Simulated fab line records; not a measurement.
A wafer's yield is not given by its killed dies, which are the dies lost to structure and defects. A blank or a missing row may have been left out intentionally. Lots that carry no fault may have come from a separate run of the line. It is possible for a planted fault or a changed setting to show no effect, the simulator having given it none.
A struck lot beside a sound one | flow gf180mcu | 29 steps out of a route of 602
Sound: wafers L330.2, L330.3, L330.4. The struck wafers were L338.1, L338.5. The cause is named last.
Per side, at each step with rows, come the tool, then ch with its chambers, and then its first start. Under that, the readings that differ: sound wafers | struck wafers | difference of the means | sigmas: that difference in standard deviations of wafers without a fault.
alike: words and numbers the same on both sides, and readings whose means are apart by under 2 such deviations; not compared: readings that were withheld, readings missing a value for some wafer, numbers with overlapping values and no deviation given by the record, and bounds like >300 which may hide the same value.
A row with sigmas, a row that says differs or no value, or rows on one side alone: a step with any of these is where the two part. Numbers that don't overlap but have no deviation are shown without sigmas and don't part them. Lack of a reading on every wafer of one side parts them only where that side has two or more wafers.

first, 3 steps without rows for these wafers: GF_V5_STRIP_19 (strips in post etch residue remover, time 1200 s); GF_V5_CLEAN_20 (cleans in DIW); GF_V5_SPUTTER_21 (material Ti, target thk 15 nm, time 80.02 s).
GF_V5_SPUTTER_22: material TiN, target thk 10 nm, time 40 s.
  sound: pvd-sputter-01 at day 27 13:13; struck: pvd-sputter-04 at day 29 18:55
  reading                | sound          | struck    | difference | sigmas
  throttle-valve-pct (%) | 30.6 31.2 29.9 | 28.8 28.9 | -1.7       | -2
GF_V5_CVD_23: deposits W, target thk 350 nm, time 104.9 s.
  sound on cvd-w-01 ch 0,1, day 27 13:16; struck on cvd-w-02 ch 0,1, day 29 18:57
  alike: heater-power-w
  not compared: since-wet-clean-h
GF_V5_RS_MEAS_24: measures by four-point-probe.
  sound: film-metro-03 at day 27 13:23; struck: film-metro-01 at day 29 19:04
  alike: V5_W_RS
GF_V5_THK_MEAS_25: measures by xrf.
  sound: film-metro-03 at day 27 13:30; struck: film-metro-01 at day 29 19:11
  alike: V5_W_THK
then, 1 step without rows for these wafers: GF_V5_CMP_26 (polishes, stops on SiO2, t overpolish 15 s, target thk 0 nm).
GF_TOP_METAL_SPUTTER_00: material Ti, target thk 37.5 nm, time 150 s.
  sound: pvd-sputter-01 at day 27 13:51; struck: pvd-sputter-04 at day 29 19:32
  alike: substrate-temp-c, throttle-valve-pct
then, 2 steps without rows for these wafers: GF_TOP_METAL_SPUTTER_01 (material TiN, target thk 30 nm, time 25 s); GF_TOP_METAL_SPUTTER_02 (material AlCu, target thk 900 nm, time 47.82 s).
GF_TOP_METAL_SPUTTER_03: material Ti, target thk 5 nm, time 3.3 s.
  sound: pvd-sputter-01 at day 27 14:01; struck: pvd-sputter-04 at day 29 19:43
  alike: substrate-temp-c, throttle-valve-pct
GF_TOP_METAL_SPUTTER_04: material TiN, target thk 25 nm, time 20.8 s.
  sound: pvd-sputter-01 at day 27 14:02; struck: pvd-sputter-04 at day 29 19:44
  reading                                       | sound             | struck      | difference | sigmas
  model.TiN_of_TOP_METAL_SPUTTER_04.thk-nm (nm) | 24.53 24.53 24.76 | 23.44 23.77 | -1.00      |
  alike: throttle-valve-pct
GF_TOP_METAL_RS_MEAS_05: measures by four-point-probe.
  sound: film-metro-01 at day 27 14:05; struck: film-metro-01 at day 29 19:46
  alike: TOP_METAL_ALCU_RS
GF_TOP_METAL_THK_MEAS_06: measures by xrf.
  sound: film-metro-01 at day 27 14:12; struck: film-metro-01 at day 29 19:53
  alike: TOP_METAL_ALCU_THK
then, 7 steps without rows for these wafers: GF_TOP_METAL_DEHYDRATE_07 (time 60 s); GF_TOP_METAL_HMDS_08 (prime time 60 s); GF_TOP_METAL_COAT_09 (resist thk 1500 nm); GF_TOP_METAL_SOFTBAKE_10 (time 60 s); GF_TOP_METAL_EXPOSE_11 (exposes mask MetalTop, target cd 440 nm); GF_TOP_METAL_PEB_12; GF_TOP_METAL_DEVELOP_13 (develop time 60 s).
GF_TOP_METAL_CD_MEAS_14 targets a cd of 440 nm.
  sound: cd-sem-02 at day 28 09:46; struck: cd-sem-02 at day 30 14:03
  alike: cd-nm
GF_TOP_METAL_OVL_MEAS_15:
  sound: overlay-02 at day 28 09:53; struck: overlay-02 at day 30 14:10
  alike: TOP_METAL_OVL
then, 1 step without rows for these wafers: GF_TOP_METAL_METAL_ETCH_16 (etches the open film in Cl2/BCl3, stops on SiO2, target depth 1197 nm, time 199.5 s).
GF_TOP_METAL_STRIP_17: strips in O2/N2.
  sound on plasma-asher-01 ch 0,1, day 28 10:06; struck on plasma-asher-02 ch 0,1, day 30 14:24
  reading            | sound       | struck  | difference | sigmas
  heater-power-w (W) | 287 275 326 | 364 374 | +73        | +3
  alike: drypump-motor-current-A, oes-product-au, strip-time-to-endpoint-s
  not compared: rf-hours-counter-h
GF_TOP_METAL_STRIP_18: strips in post etch residue remover, time 1200 s.
  sound on wet-bench-02 ch 0, day 28 10:12; struck on wet-bench-02 ch 3, day 30 14:30
  reading                                       | sound            | struck      | difference | sigmas
  model.TiN_of_TOP_METAL_SPUTTER_04.thk-nm (nm) | 24.1 24.11 24.34 | 23.03 23.36 | -0.99      |
then, 1 step without rows for these wafers: GF_TOP_METAL_CLEAN_19 (cleans in DIW).
GF_PASSIVATION_PROBE_99:
  the record has rows for the struck wafers here (prober-02, day 31 10:59) and none for the sound ones

WHERE THEY PART
Earliest at GF_V5_SPUTTER_22; latest, in this record, at GF_PASSIVATION_PROBE_99.

WHY: what the simulator had put in
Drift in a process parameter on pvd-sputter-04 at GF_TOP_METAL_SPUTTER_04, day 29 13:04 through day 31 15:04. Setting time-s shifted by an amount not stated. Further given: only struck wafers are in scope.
